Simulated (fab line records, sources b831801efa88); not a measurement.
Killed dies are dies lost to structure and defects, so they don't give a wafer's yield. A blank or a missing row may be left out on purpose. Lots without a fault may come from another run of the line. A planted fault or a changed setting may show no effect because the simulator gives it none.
Chamber matching | flow gf180mcu | GF_SAB_ETCH_11 on rie_diel-01: 4 sister chambers
The step etches SiO2 in C4F8/O2/Ar, target depth 55 nm, time 8.5 s. 4 wafers are shown with their chamber, then 7 later ones without.

WAFERS WITH THEIR CHAMBER
wafer  | chamber | oes_product_au (a.u.)
L615.3 | 3       | 0.999
L615.6 | 2       | 0.986
L616.1 | 0       | 1.003
L616.3 | 1       | 0.994

WAFERS WITHOUT THEIR CHAMBER
wafer  | oes_product_au (a.u.)
L616.5 | 0.994
L617.1 | 0.975
L617.2 | 0.984
L617.6 | 0.987
L620.1 | 0.982
L620.2 | 1.010
L620.5 | 0.985

WHICH CHAMBER EACH WENT THROUGH
wafer  | from the rows above               | in truth
L616.5 | can't be placed: 1 or 3 or 2 or 0 | 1
L617.1 | can't be placed: 2 or 1           | 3
L617.2 | can't be placed: 2 or 1           | 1
L617.6 | can't be placed: 2 or 1           | 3
L620.1 | can't be placed: 2 or 1           | 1
L620.2 | can't be placed: 0 or 3 or 1      | 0
L620.5 | can't be placed: 2 or 1           | 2
Placed correctly: 0 of 7. Can't be placed from these rows: 7 (the true chamber is among the candidates in 5). Placed wrongly: 0.
How it was worked out, from the rows above alone: a wafer's distance from a chamber is the root of the sum, over the readings, of the square of ((its reading less the chamber's mean) divided by the reading's scatter). The wafer belongs to the nearest chamber; if the next one is less than 2 further off, it can't be placed. A chamber's mean is the mean of its shown wafers. The scatter: with one shown wafer a chamber, the root of the mean of the squares of how far each hidden wafer lies from its nearest shown one.
